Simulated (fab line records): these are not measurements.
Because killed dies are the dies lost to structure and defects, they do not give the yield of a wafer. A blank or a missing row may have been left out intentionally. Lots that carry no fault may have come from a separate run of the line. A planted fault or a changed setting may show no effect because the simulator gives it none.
What tool caused it? ; flow sky130 ; 13 lots with 39 wafers sampled at 3 steps, on a route of 708 steps

WHAT EACH GAUGE READ, for each wafer
SKY_CONTACT_THK_MEAS_03. Usual: for CONTACT_HDPCVD_THK the level is 564 nm and the standard deviation is 5.4.
lot;measured;on;CONTACT_HDPCVD_THK (nm);flag
L470;day 30 12:31;film_metro-04;559 564 557;
L471;day 31 00:46;film_metro-04;571 565 567;
L478;day 33 12:22;film_metro-03;561 568 563;
L479;day 33 17:14;film_metro-04;563 565 568;
L485;day 35 09:25;film_metro-03;568 568 567;
L486;day 35 10:29;film_metro-03;570 576 570;
L487;day 36 00:46;film_metro-01;563 558 563;
L488;day 36 06:28;film_metro-04;560 562 561;
L489;day 36 12:29;film_metro-03;559 558 558;
L490;day 36 18:50;film_metro-03;566 562 566;
L491;day 37 06:12;film_metro-03;563 558 571;
L492;day 38 00:42;film_metro-03;567 566 567;
L493;day 38 05:21;film_metro-01;557 557 556;

SKY_CONTACT_THK_MEAS_26: measures by xrf. Usual: for CONTACT_W_THK the level is 346 nm and the standard deviation is 4.8.
lot;measured;on;CONTACT_W_THK (nm);flag
L470;day 31 17:05;film_metro-04;348 346 342;
L471;day 32 05:32;film_metro-04;352 348 351;
L478;day 34 16:56;film_metro-04;352 351 351;
L479;day 34 21:44;film_metro-01;343 333 342;
L485;day 36 13:10;film_metro-03;346 347 345;
L486;day 36 14:10;film_metro-04;349 353 358;
L487;day 37 04:26;film_metro-04;345 347 346;
L488;day 37 10:05;film_metro-01;349 349 344;
L489;day 37 14:38;film_metro-01;345 343 337;
L490;day 37 21:48;film_metro-01;343 347 339;
L491;day 38 09:10;film_metro-03;349 349 351;
L492;day 39 03:59;film_metro-04;350 354 347;
L493;day 39 07:47;film_metro-03;348 354 351;

EACH LOT AND THE TOOL THAT RAN IT (in order: tool; ch and the chambers of the sampled wafers; start)
lot;SKY_CONTACT_CVD_24
L470;cvd_w-01 ch 0,1, day 31 16:52
L471;cvd_w-02 ch 0,1, day 32 05:19
L478;cvd_w-02 ch 0,1, day 34 16:43
L479;cvd_w-01 ch 0,1, day 34 21:31
L485;cvd_w-02 ch 0,1, day 36 12:56
L486;cvd_w-02 ch 0,1, day 36 13:56
L487;cvd_w-01 ch 0,1, day 37 04:12
L488;cvd_w-02 ch 0,1, day 37 09:51
L489;cvd_w-02 ch 0,1, day 37 14:24
L490;cvd_w-02 ch 0,1, day 37 21:35
L491;cvd_w-02 ch 0,1, day 38 08:57
L492;cvd_w-02 ch 0, day 39 03:45
L493;cvd_w-02 ch 0,1, day 39 07:34
- SKY_CONTACT_CVD_24: deposits W, target thk 340 nm, time 102.12 s.

WHAT THE TOOLS THEMSELVES READ (means of the sampled wafers that have a number; where no wafer has one, the mark that the record gives instead)
SKY_CONTACT_CVD_24. Usual: 890 W for heater_power_w, sd 60.
lot;tool;heater_power_w (W);flag
L470;cvd_w-01;966;
L471;cvd_w-02;847;
L478;cvd_w-02;823;
L479;cvd_w-01;957;
L485;cvd_w-02;852;
L486;cvd_w-02;878;
L487;cvd_w-01;956;
L488;cvd_w-02;886;
L489;cvd_w-02;867;
L490;cvd_w-02;877;
L491;cvd_w-02;880;
L492;cvd_w-02;900;
L493;cvd_w-02;842;

THE ANSWER, worked out from the rows above alone
Rule: a lot counts as off when the mean over its wafers that have a number is more than 3 standard deviations away from the usual mean. A lot without any number at a reading at which 4 lots or more have one is off too. The other lots that the step has rows for count as sound. After the gauges, taken in route order, come the tools' own readings; for these a lot's mean is taken, as printed above. The first step at which some lot is off is used, and at that step the reading that is off furthest; a lot without a number counts as furthest.
No lot is off at any reading shown: from this, nothing can be told.

WHAT WAS PUT IN BY THE SIMULATOR
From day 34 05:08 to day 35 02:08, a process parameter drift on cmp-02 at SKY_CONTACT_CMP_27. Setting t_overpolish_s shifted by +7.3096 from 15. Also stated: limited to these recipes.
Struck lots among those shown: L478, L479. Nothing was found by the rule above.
